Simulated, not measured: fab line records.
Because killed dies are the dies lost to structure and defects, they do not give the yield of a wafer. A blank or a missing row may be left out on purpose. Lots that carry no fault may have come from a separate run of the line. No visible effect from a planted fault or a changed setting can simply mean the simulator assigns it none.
fab line records || flow sky130
record: {"lots": 4, "wafers": 12, "last-day": 48}
route steps=708 shown LOCAL_INTERCONNECT@400 CONTACT@406 PAD_OPEN@708
lots that met no fault: from a run of the same line without faults
start-h: start of the lot's first displayed wafer, in hours after the record's first day || wait-h: hours elapsed since this lot's preceding step || " as in the row above || L1.1+2: several wafers, shown together as one row || - value missing, or start not given || * or withheld: withheld || < > ~ a bound
route shown NAME@n: a module of which the file shows steps, and the number in the route of the first || usual: the fault-free wafers' mean and standard deviation || same: alike in all rows || chamber/n: place in a boat || sites: readings site by site || _std_site: their standard deviation || _edge_site: inner sites' mean taken away from outer sites' mean || radius-mm: how far each site lies from the wafer's centre || mask NAME#n: copy n || behind: the last tool/chamber to shape the wafer || hold: cause of the lot's hold/its duration in hours/its outcome || device: transistor that didn't switch, given as n, p or np || end of line: tests of these same wafers at the route's end || step lacking rows: just its recipe || killed: the dies lost at the first sort to structure and to defects; this is not the yield of the wafer || map: the dies of a wafer, with x for killed, . for not killed, _ for no die there
set.NAME: setting as actually run; set.NAME@STEP: the setting as run at that earlier step || model.NAME: the simulator's own value behind a step, which no gauge read
certain route steps with their lots: each step a table, each wafer a row
services: from which hour (start-h, from the record's first day; less than 0 if before it) a tool's chamber was out of use, for how many hours, and why
== steps ==
step: SKY_LOCAL_INTERCONNECT_ETCH_13
recipe: {"chemistry": "N2/H2", "target": "BARC", "ion-energy-ev": 200, "bias-w": 100, "pressure-mtorr": 30, "n2-flow-sccm": 100, "h2-flow-sccm": 200, "icp-w": 500, "stop-on": "SiO2", "time-s": 45.9, "target-depth-a": 600}
step: SKY_LOCAL_INTERCONNECT_METAL_ETCH_14
recipe: {"target-depth-nm": 110, "stop-on": "PSG", "chemistry": "Cl2/BCl3", "target": "TiN", "resist-sidewall-deg": 88, "pressure-mtorr": 10, "icp-w": 900, "bias-w": 48.5, "Cl2_flow_sccm": 60, "bcl3-flow-sccm": 30, "time-s": 31.4}
step: SKY_LOCAL_INTERCONNECT_STRIP_15
recipe: {"chemistry": "O2/N2", "power-w": 1400, "pressure-mtorr": 1500, "platen-temp-c": "withheld", "o2-flow-sccm": 3000, "n2-flow-sccm": 300, "overash-fraction": 0.5}
step: SKY_LOCAL_INTERCONNECT_STRIP_16
recipe: {"chemistry": "post-etch-residue-remover", "time-s": 1200, "temp-c": 72.5}
step: SKY_LOCAL_INTERCONNECT_CLEAN_17
recipe: {"chemistry": "IPA", "time-s": 180, "temp-c": 25}
step: SKY_LOCAL_INTERCONNECT_CLEAN_18
recipe: {"chemistry": "O3/DIW", "dry": "n2-spin"}
step: SKY_CONTACT_CVD_00
recipe: {"material": "Si3N4", "target-thk-nm": 75, "temp-c": 400, "time-s": "withheld", "rf-w": 450}
step: SKY_CONTACT_HDPCVD_02
recipe: {"material": "SiO2", "target-thk-nm": 565, "sigma-open-frac": 0.3, "time-s": 94.2, "temp-c": 600, "sih4-flow-sccm": 60, "pressure-mtorr": 6}
step: SKY_CONTACT_CMP_04
recipe: {"material": "SiO2", "down-force-psi": 4, "platen-rpm": 60, "pad-velocity-m-s": 0.94248}
usual: {"head-pressure-psi": "4.000/0.0082", "motor-current-A": "10.9/1", "time-to-endpoint-s": "83/3.6"}
{"lot.wafer": "L846.4", "tool": "cmp-01", "chamber": 1, "start-h": 706.87, "wait-h": 0.1, "head-pressure-psi": 3.991, "motor-current-A": 12.5, "time-to-endpoint-s": 87, "model.SiO2_of_CONTACT_HDPCVD_02.thk-nm": 340}
{"lot.wafer": "L846.2", "tool": "cmp-01", "chamber": 3, "start-h": 706.87, "wait-h": 0.1, "head-pressure-psi": 3.998, "motor-current-A": 11.6, "time-to-endpoint-s": 77, "model.SiO2_of_CONTACT_HDPCVD_02.thk-nm": 339.7}
{"lot.wafer": "L846.6", "tool": "cmp-01", "chamber": 1, "start-h": 706.87, "wait-h": 0.1, "head-pressure-psi": 4.000, "motor-current-A": 11.8, "time-to-endpoint-s": 80, "model.SiO2_of_CONTACT_HDPCVD_02.thk-nm": 340.1}
{"lot.wafer": "L855.3", "tool": "cmp-01", "chamber": 0, "start-h": 779.08, "wait-h": 0.0, "head-pressure-psi": 1.749, "motor-current-A": 6.5, "time-to-endpoint-s": 107, "model.SiO2_of_CONTACT_HDPCVD_02.thk-nm": 436.7}
{"lot.wafer": "L855.1", "tool": "cmp-01", "chamber": 1, "start-h": 779.08, "wait-h": 0.0, "head-pressure-psi": 1.762, "motor-current-A": 8.1, "time-to-endpoint-s": 105, "model.SiO2_of_CONTACT_HDPCVD_02.thk-nm": 434.8}
{"lot.wafer": "L855.4", "tool": "cmp-01", "chamber": 3, "start-h": 779.08, "wait-h": 0.0, "head-pressure-psi": 1.762, "motor-current-A": 6.8, "time-to-endpoint-s": 105, "model.SiO2_of_CONTACT_HDPCVD_02.thk-nm": 434.7}
{"lot.wafer": "L857.1", "tool": "cmp-01", "chamber": 2, "start-h": 793.36, "wait-h": 0.1, "head-pressure-psi": 1.760, "motor-current-A": 6.7, "time-to-endpoint-s": 107, "model.SiO2_of_CONTACT_HDPCVD_02.thk-nm": 436.6}
{"lot.wafer": "L857.4", "tool": "cmp-01", "chamber": 0, "start-h": 793.36, "wait-h": 0.1, "head-pressure-psi": 1.756, "motor-current-A": 6.6, "time-to-endpoint-s": 108, "model.SiO2_of_CONTACT_HDPCVD_02.thk-nm": 437.3}
{"lot.wafer": "L857.6", "tool": "cmp-01", "chamber": 2, "start-h": 793.36, "wait-h": 0.1, "head-pressure-psi": 1.751, "motor-current-A": 7.2, "time-to-endpoint-s": 106, "model.SiO2_of_CONTACT_HDPCVD_02.thk-nm": 433.4}
{"lot.wafer": "L860.2", "tool": "cmp-02", "chamber": 3, "start-h": 814.77, "wait-h": 0.1, "head-pressure-psi": 3.994, "motor-current-A": 11.4, "time-to-endpoint-s": 81, "model.SiO2_of_CONTACT_HDPCVD_02.thk-nm": 339.7}
{"lot.wafer": "L860.4", "tool": "cmp-02", "chamber": 0, "start-h": 814.77, "wait-h": 0.1, "head-pressure-psi": 4.006, "motor-current-A": 10.7, "time-to-endpoint-s": 85, "model.SiO2_of_CONTACT_HDPCVD_02.thk-nm": 340.3}
{"lot.wafer": "L860.6", "tool": "cmp-02", "chamber": 2, "start-h": 814.77, "wait-h": 0.1, "head-pressure-psi": 3.999, "motor-current-A": 9.8, "time-to-endpoint-s": 84, "model.SiO2_of_CONTACT_HDPCVD_02.thk-nm": 341.3}
step: SKY_CONTACT_DEHYDRATE_06
recipe: {"temp-c": 200, "time-s": 60}
step: SKY_CONTACT_HMDS_07
recipe: {"prime-time-s": 60, "prime-temp-c": 120}
step: SKY_CONTACT_COAT_08
recipe: {"resist": "BARC", "temp-c": "withheld", "time-s": "withheld", "spin-rpm": 3000, "resist-thk-nm": 60}
step: SKY_CONTACT_COAT_09
recipe: {"resist": "KrF-thick", "spin-rpm": 3000, "resist-thk-nm": 450}
step: SKY_CONTACT_SOFTBAKE_10
recipe: {"temp-c": 100, "time-s": 90, "resist": "KrF-thick"}
step: SKY_CONTACT_EXPOSE_11
recipe: {"mask-id": "CTM1", "na": 0.8, "source-shape": "annular", "sigma-inner": 0.55, "sigma-outer": 0.85, "target-cd-nm": 170, "dose-mj": 38}
step: SKY_CONTACT_PEB_12
recipe: {"peb-temp-c": "withheld", "peb-time-s": "withheld", "resist": "KrF-thick"}
step: SKY_CONTACT_DEVELOP_13
recipe: {"develop-time-s": 60, "resist": "KrF-thick", "dev-temp-c": 21}
step: SKY_CONTACT_ETCH_16
recipe: {"chemistry": "N2/H2", "target": "BARC", "ion-energy-ev": 200, "source-w": 500, "bias-w": 100, "pressure-mtorr": 30, "n2-flow-sccm": 100, "h2-flow-sccm": 200, "stop-on": "SiO2", "time-s": 45.9, "target-depth-a": 600}
step: SKY_CONTACT_ETCH_17
recipe: {"target": "SiO2", "chemistry": "C4F8/O2/Ar", "stop-on": "Si3N4", "mask-material": "KrF-thick", "source-w": 1500, "bias-w": 1200, "pressure-mtorr": 40, "c4f8-flow-sccm": "withheld", "O2_flow_sccm": 6, "Ar_flow_sccm": 300, "time-s": "withheld", "target-depth-a": 3400}
usual: {"oes-product-au": "0.892/0.0048"}
{"lot.wafer": "L846.2", "tool": "rie-diel-04", "chamber": 1, "start-h": 735.03, "wait-h": 0.0, "oes-product-au": 0.895, "model.CONTACT.feature-depth-nm": 339.7, "model.etch.depth-nm": 339.7}
{"lot.wafer": "L846.4", "tool": "rie-diel-04", "chamber": 2, "start-h": 735.03, "wait-h": 0.0, "oes-product-au": 0.888, "model.CONTACT.feature-depth-nm": 340, "model.etch.depth-nm": 340}
{"lot.wafer": "L846.6", "tool": "rie-diel-04", "chamber": 1, "start-h": 735.03, "wait-h": 0.0, "oes-product-au": 0.885, "model.CONTACT.feature-depth-nm": 340.1, "model.etch.depth-nm": 340.1}
{"lot.wafer": "L855.1", "tool": "rie-diel-01", "chamber": 0, "start-h": 805.88, "wait-h": 0.0, "oes-product-au": 1.013, "model.CONTACT.feature-depth-nm": 414.4, "model.etch.depth-nm": 414.4}
{"lot.wafer": "L855.3", "tool": "rie-diel-01", "chamber": 1, "start-h": 805.88, "wait-h": 0.0, "oes-product-au": 0.991, "model.CONTACT.feature-depth-nm": 404.1, "model.etch.depth-nm": 404.1}
{"lot.wafer": "L855.4", "tool": "rie-diel-01", "chamber": 2, "start-h": 805.88, "wait-h": 0.0, "oes-product-au": 1.003, "model.CONTACT.feature-depth-nm": 410.5, "model.etch.depth-nm": 410.5}
{"lot.wafer": "L857.1", "tool": "rie-diel-04", "chamber": 1, "start-h": 819.66, "wait-h": 0.0, "oes-product-au": 1.016, "model.CONTACT.feature-depth-nm": 418.4, "model.etch.depth-nm": 418.4}
{"lot.wafer": "L857.4", "tool": "rie-diel-04", "chamber": 3, "start-h": 819.66, "wait-h": 0.0, "oes-product-au": 1.007, "model.CONTACT.feature-depth-nm": 413.5, "model.etch.depth-nm": 413.5}
{"lot.wafer": "L857.6", "tool": "rie-diel-04", "chamber": 0, "start-h": 819.66, "wait-h": 0.0, "oes-product-au": 0.982, "model.CONTACT.feature-depth-nm": 401.8, "model.etch.depth-nm": 401.8}
{"lot.wafer": "L860.2", "tool": "rie-diel-04", "chamber": 2, "start-h": 841.82, "wait-h": 0.0, "oes-product-au": 0.900, "model.CONTACT.feature-depth-nm": 339.7, "model.etch.depth-nm": 339.7}
{"lot.wafer": "L860.4", "tool": "rie-diel-04", "chamber": 3, "start-h": 841.82, "wait-h": 0.0, "oes-product-au": 0.886, "model.CONTACT.feature-depth-nm": 340.3, "model.etch.depth-nm": 340.3}
{"lot.wafer": "L860.6", "tool": "rie-diel-04", "chamber": 1, "start-h": 841.82, "wait-h": 0.0, "oes-product-au": 0.891, "model.CONTACT.feature-depth-nm": 341.3, "model.etch.depth-nm": 341.3}
step: SKY_CONTACT_ETCH_18
recipe: {"target": "Si3N4", "chemistry": "CHF3/O2", "stop-on": "TiN", "source-w": 600, "bias-w": 200, "pressure-mtorr": 40, "chf3-flow-sccm": 50, "O2_flow_sccm": 5, "time-s": 39, "target-depth-a": 750}
step: SKY_CONTACT_STRIP_19
recipe: {"chemistry": "O2/N2", "power-w": 1400, "pressure-mtorr": 1500, "platen-temp-c": "withheld", "o2-flow-sccm": 3000, "n2-flow-sccm": 300, "overash-fraction": 0.5}
step: SKY_CONTACT_STRIP_20
recipe: {"chemistry": "post-etch-residue-remover", "time-s": 1200, "temp-c": 72.5}
step: SKY_CONTACT_CLEAN_21
recipe: {"chemistry": "IPA", "time-s": 180, "temp-c": 25}
step: SKY_CONTACT_CLEAN_22
recipe: {"chemistry": "O3/DIW", "dry": "n2-spin"}
step: SKY_CONTACT_SPUTTER_23
recipe: {"material": "TiN", "target-thk-nm": 20, "chamber-pressure-pa": 5, "power-w": 4000, "time-s": 80}
step: SKY_CONTACT_CVD_24
recipe: {"material": "W", "target-thk-nm": 340, "time-s": 102.12, "temp-c": 400, "pressure-torr": 40}
step: SKY_CONTACT_CMP_27
recipe: {"stop-on": "SiO2", "t-overpolish-s": 15, "down-force-psi": 3.5, "platen-rpm": 60, "target-thk-nm": 0, "pad-velocity-m-s": 0.94248}
usual: {"head-pressure-psi": "3.500/0.0075", "motor-current-A": "9.9/0.88"}
{"lot.wafer": "L846.2", "tool": "cmp-02", "chamber": 1, "start-h": 736.15, "wait-h": 0.1, "head-pressure-psi": 3.487, "motor-current-A": 10.9, "model.SiO2_of_CONTACT_HDPCVD_02.thk-nm": 336.5}
{"lot.wafer": "L846.4", "tool": "cmp-02", "chamber": 3, "start-h": 736.15, "wait-h": 0.1, "head-pressure-psi": 3.497, "motor-current-A": 9.9, "model.SiO2_of_CONTACT_HDPCVD_02.thk-nm": 336.9}
{"lot.wafer": "L846.6", "tool": "cmp-02", "chamber": 1, "start-h": 736.15, "wait-h": 0.1, "head-pressure-psi": 3.505, "motor-current-A": 11.1, "model.SiO2_of_CONTACT_HDPCVD_02.thk-nm": 337}
{"lot.wafer": "L855.4", "tool": "cmp-02", "chamber": 0, "start-h": 806.96, "wait-h": 0.1, "head-pressure-psi": 3.498, "motor-current-A": 9.7, "model.SiO2_of_CONTACT_HDPCVD_02.thk-nm": 431.5}
{"lot.wafer": "L855.3", "tool": "cmp-02", "chamber": 1, "start-h": 806.96, "wait-h": 0.1, "head-pressure-psi": 3.500, "motor-current-A": 11.0, "model.SiO2_of_CONTACT_HDPCVD_02.thk-nm": 433.5}
{"lot.wafer": "L855.1", "tool": "cmp-02", "chamber": 2, "start-h": 806.96, "wait-h": 0.1, "head-pressure-psi": 3.513, "motor-current-A": 9.0, "model.SiO2_of_CONTACT_HDPCVD_02.thk-nm": 431.6}
{"lot.wafer": "L857.4", "tool": "cmp-01", "chamber": 3, "start-h": 820.82, "wait-h": 0.1, "head-pressure-psi": 3.500, "motor-current-A": 9.7, "model.SiO2_of_CONTACT_HDPCVD_02.thk-nm": 434.1}
{"lot.wafer": "L857.1", "tool": "cmp-01", "chamber": 0, "start-h": 820.82, "wait-h": 0.1, "head-pressure-psi": 3.517, "motor-current-A": 8.5, "model.SiO2_of_CONTACT_HDPCVD_02.thk-nm": 433.4}
{"lot.wafer": "L857.6", "tool": "cmp-01", "chamber": 2, "start-h": 820.82, "wait-h": 0.1, "head-pressure-psi": 3.490, "motor-current-A": 9.5, "model.SiO2_of_CONTACT_HDPCVD_02.thk-nm": 430.3}
{"lot.wafer": "L860.4", "tool": "cmp-02", "chamber": 1, "start-h": 842.91, "wait-h": 0.1, "head-pressure-psi": 3.490, "motor-current-A": 11.1, "model.SiO2_of_CONTACT_HDPCVD_02.thk-nm": 337.1}
{"lot.wafer": "L860.2", "tool": "cmp-02", "chamber": 2, "start-h": 842.91, "wait-h": 0.1, "head-pressure-psi": 3.512, "motor-current-A": 8.8, "model.SiO2_of_CONTACT_HDPCVD_02.thk-nm": 336.5}
{"lot.wafer": "L860.6", "tool": "cmp-02", "chamber": 0, "start-h": 842.91, "wait-h": 0.1, "head-pressure-psi": 3.485, "motor-current-A": 9.2, "model.SiO2_of_CONTACT_HDPCVD_02.thk-nm": 338.1}
step: SKY_PAD_OPEN_PROBE_99
usual: {"killed_at_M0_to_M3": "44/7.5", "killed_at_M4_up": "3.2/1.9", "killed-at-contacts": "23/4.7", "killed-at-front-end": "15/4.7", "killed-at-other": "0.4/0.66", "killed-dies": "87/9.3", "killed-on-rim": "17/4.1", "killed-open": "47/7.2", "killed-short": "39/6.5"}
same: {"gross-dies": 492, "killed-at-back-side": 0}
{"lot.wafer": "L855.1", "tool": "prober-01", "chamber": "-", "start-h": 1132.50, "wait-h": 0.1, "killed_at_M0_to_M3": 42, "killed_at_M4_up": 7, "killed-at-contacts": 292, "killed-at-front-end": 21, "killed-at-other": 1, "killed-dies": 363, "killed-on-rim": 89, "killed-open": 42, "killed-short": 47}
{"lot.wafer": "L855.3", "tool": "prober-01", "chamber": "-", "start-h": 1132.60, "wait-h": 0.2, "killed_at_M0_to_M3": 59, "killed_at_M4_up": 1, "killed-at-contacts": 390, "killed-at-front-end": 15, "killed-at-other": 0, "killed-dies": 465, "killed-on-rim": 85, "killed-open": 48, "killed-short": 52}
{"lot.wafer": "L855.4", "tool": "prober-01", "chamber": "-", "start-h": 1132.65, "wait-h": 0.2, "killed_at_M0_to_M3": 49, "killed_at_M4_up": 1, "killed-at-contacts": 293, "killed-at-front-end": 13, "killed-at-other": 0, "killed-dies": 356, "killed-on-rim": 73, "killed-open": 43, "killed-short": 41}
{"lot.wafer": "L857.1", "tool": "prober-01", "chamber": "-", "start-h": 1144.76, "wait-h": 0.1, "killed_at_M0_to_M3": 42, "killed_at_M4_up": 1, "killed-at-contacts": 321, "killed-at-front-end": 9, "killed-at-other": 1, "killed-dies": 374, "killed-on-rim": 91, "killed-open": 44, "killed-short": 36}
{"lot.wafer": "L857.4", "tool": "prober-01", "chamber": "-", "start-h": 1144.91, "wait-h": 0.2, "killed_at_M0_to_M3": 46, "killed_at_M4_up": 10, "killed-at-contacts": 364, "killed-at-front-end": 15, "killed-at-other": 1, "killed-dies": 436, "killed-on-rim": 86, "killed-open": 50, "killed-short": 40}
{"lot.wafer": "L857.6", "tool": "prober-01", "chamber": "-", "start-h": 1145.01, "wait-h": 0.2, "killed_at_M0_to_M3": 43, "killed_at_M4_up": 2, "killed-at-contacts": 417, "killed-at-front-end": 15, "killed-at-other": 0, "killed-dies": 477, "killed-on-rim": 87, "killed-open": 54, "killed-short": 31}
killed by level:class
L855.1 CONTACT:area-cmp=273 CONTACT:geometric-particle:open=8 VIA1:geometric-particle:short=8 VIA1:geometric-particle:open=7 POLY_GATE:geometric-particle:short=7 METAL4:geometric-particle:short=7 LI_CONTACT:geometric-particle:open=6 VIA2:geometric-particle:open=6
L855.3 CONTACT:area-cmp=365 VIA1:geometric-particle:open=13 VIA1:geometric-particle:short=8 METAL3:geometric-particle:short=7 METAL1:geometric-particle:short=6 LOCAL_INTERCONNECT:geometric-particle:short=6 CONTACT:geometric-particle:open=6 FIELD_ISO:geometric-particle:open=5
L855.4 CONTACT:area-cmp=271 VIA1:geometric-particle:open=13 VIA1:geometric-particle:short=9 CONTACT:geometric-particle:open=8 METAL1:geometric-particle:short=6 VIA3:geometric-particle:open=6 LI_CONTACT:geometric-particle:open=5 POLY_GATE:geometric-particle:short=4
L857.1 CONTACT:area-cmp=294 CONTACT:geometric-particle:open=10 VIA2:geometric-particle:open=10 VIA1:geometric-particle:open=9 LI_CONTACT:geometric-particle:open=7 LOCAL_INTERCONNECT:geometric-particle:short=6 METAL2:geometric-particle:short=5 VIA1:geometric-particle:short=4
L857.4 CONTACT:area-cmp=346 VIA1:geometric-particle:open=11 VIA2:geometric-particle:open=9 METAL4:geometric-particle:short=8 CONTACT:geometric-particle:open=8 VIA3:geometric-particle:open=6 METAL1:geometric-particle:short=5 VIA1:geometric-particle:short=5
L857.6 CONTACT:area-cmp=391 VIA1:geometric-particle:open=11 CONTACT:geometric-particle:open=9 LI_CONTACT:geometric-particle:open=8 VIA2:geometric-particle:open=7 LOCAL_INTERCONNECT:geometric-particle:short=6 METAL1:geometric-particle:short=5 METAL1:geometric-particle:open=5
map L855.3 (x killed, . not)
__________.xxx..x.x._________
________x.xx.xx.x..xxx_______
______.xxxx.xx.x.x.xxxxx_____
_____...xxxxxxxxxxxxx.xx.____
____x..x.xxxxxxxxxxxxxxxxx___
___xxx.xxxxxxxxxxx..xxxxxxx__
__xxxxxxxxxxxxxxxxxxxxxxxxxx_
_xxxxxxxxxxxxxxxxxxxxxx.xxxxx
_xxxxxxxxxxxxxxxxxxxxxxxxxxxx
_xxxxxxxxxxxxxxxxxxxxxxxxxxxx
_xxxxxxxxxxxxxxxxxxxxxxxxxxxx
_xxxxxxxxxxxxxxxxxxxxxxxxxxxx
_xxxxxxxxxxxxxxxxxxxxxxxxxxxx
_xxxxxxxxxxxxxxxxxxxxxxxxxxxx
_xxxxxxxxxxxxxxxxxxxxxxxxxxxx
__xxxxxxxxxxxxxxxxxxxxxxxxxx_
___xxxxxxxxxxxxxxxxxxxxxxxx__
____xxxxxxxxxxxxxxxxxxxxxx___
_____xxxxxxxxxxxxxxxxxxxx____
______xxxxxxxxxxxxxxxxxx_____
________xxxxxxxxxxxxxx_______
__________xxxxxxxxxx_________
map L857.6 (x killed, . not)
__________xxxxxxxxxx_________
________x.xxxxxxxxxxxx_______
______xxxxxxxxxxxxxxx..x_____
_____xxxxxxxxxxxxxxxxxxxx____
____xxxxxxxxxxxxxxxxxxxxxx___
___xxxxxxxxxxxxxxxxxxxxxxxx__
__xxxxxxxxxxxxxxxxxxxxxxxxxx_
_xxxxxxxxxxxxxxxxxxxxxxxxxxxx
_xxxxxxxxxxxxxxxxxxxxxxxxxx.x
_xx.xxxxxxxxxxxxxxxxxxxxxxxxx
_xxxxxxxxxxxxxxxxxxxxxxxxxxxx
_xxxxxxxxxxxxxxxxxxxxxxxxxxxx
_xxxxxxxxxxxxxxxxxxxxxxxxxxxx
_xxxxxxxxxxxxxxxxxxxxxxxxxxxx
_x..xxxxxxxxxxxxxxxxxxxxxxxxx
__.xxxxxxxxxxxxxxxxxxxxxxxxx_
___xxxxxxxxxxxxxxxxxxxxxxxx__
____.xxxxxxxxxxxxxxxxxxxxx___
_____..xxxxxxxxxxxxxxxxxx____
______xxxxx.xxxxxxxxxxxx_____
________x.xx.xx.xxxxxx_______
__________xxxxxxxxxx_________
== services ==
{"tool": "cmp-02", "chamber": "-", "start-h": 693.61, "hours": 1.4, "kind": "repair"}
{"tool": "cmp-01", "chamber": "-", "start-h": 696.99, "hours": 0.6, "kind": "repair"}
{"tool": "cmp-01", "chamber": "-", "start-h": 726.60, "hours": 5.5, "kind": "pm"}
{"tool": "cmp-02", "chamber": "-", "start-h": 744.00, "hours": 4.0, "kind": "pm"}
{"tool": "cmp-02", "chamber": "-", "start-h": 748.00, "hours": "-", "kind": "consumable-replace:conditioner"}
{"tool": "cmp-02", "chamber": "-", "start-h": 748.00, "hours": "-", "kind": "consumable-replace:pad"}
{"tool": "cmp-02", "chamber": "-", "start-h": 793.30, "hours": 0.3, "kind": "repair"}
{"tool": "rie-diel-01", "chamber": 2, "start-h": 810.21, "hours": 1.4, "kind": "repair"}
{"tool": "cmp-01", "chamber": "-", "start-h": 819.73, "hours": 0.9, "kind": "repair"}
{"tool": "cmp-02", "chamber": "-", "start-h": 822.34, "hours": 0.8, "kind": "repair"}
{"tool": "rie-diel-04", "chamber": 1, "start-h": 828.45, "hours": 9.7, "kind": "repair"}
{"tool": "cmp-01", "chamber": "-", "start-h": 831.29, "hours": 63.6, "kind": "repair"}
{"tool": "rie-diel-04", "chamber": 3, "start-h": 836.02, "hours": 1.4, "kind": "repair"}
{"tool": "cmp-01", "chamber": "-", "start-h": 841.77, "hours": 2.3, "kind": "repair"}
== key ==
first-sign: {"step": "SKY_CONTACT_CMP_04", "reading": "head-pressure-psi", "direction": "down", "sigmas": "99+", "usual": 4.000, "struck": 1.757}
effect: {"step": "SKY_CONTACT_CMP_04", "reading": "time-to-endpoint-s", "direction": "up", "sigmas": 6.4, "usual": "*", "struck": "*"}
effect: {"step": "SKY_CONTACT_ETCH_17", "reading": "oes-product-au", "direction": "up", "sigmas": 23, "usual": 0.892, "struck": 1.002}
effect: {"step": "SKY_PAD_OPEN_PROBE_99", "reading": "killed-at-contacts", "direction": "up", "sigmas": 68, "usual": 23, "struck": 346}
model-effect: {"step": "SKY_CONTACT_CMP_04", "value": "SiO2_of_CONTACT_HDPCVD_02.thk-nm", "without": 339.6, "struck": 435.6}
model-effect: {"step": "SKY_CONTACT_ETCH_17", "value": "CONTACT.feature-depth-nm", "without": 339.6, "struck": 410.5}
model-effect: {"step": "SKY_CONTACT_CMP_27", "value": "SiO2_of_CONTACT_HDPCVD_02.thk-nm", "without": 336.4, "struck": 432.4}
more-kills-born-at: {"SKY_CONTACT_CMP_04@cmp-01": 1940}
met-at SKY_CONTACT_CMP_04
struck-wafers L855.1,L855.3,L855.4,L857.1,L857.4,L857.6
later-rows-left-out L855.1,L855.3,L855.4,L857.1,L857.4,L857.6
tester-left-out L855,L857
onset-between 706.87 779.08
fault: {"kind": "process-parameter-drift", "tool": "cmp-01", "chamber": "-", "onset-h": 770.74, "steps": "SKY_CONTACT_CMP_04", "channel": "down-force-psi", "offset": -2.2399, "shape": "step", "end-h": 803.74, "acts-in": "these-recipes-only", "stated": 4}
tester-left-out: of these lots the tester's yield and bins aren't shown, on N5 and GAA mostly nor the transistor test; their killed dies are dies lost to structure and defects alone, not to doping, threshold or leakage, so they don't give the yield
later-rows-left-out: the simulator's readings of these wafers behind a module that went badly wrong aren't trusted and aren't shown, but for the sort
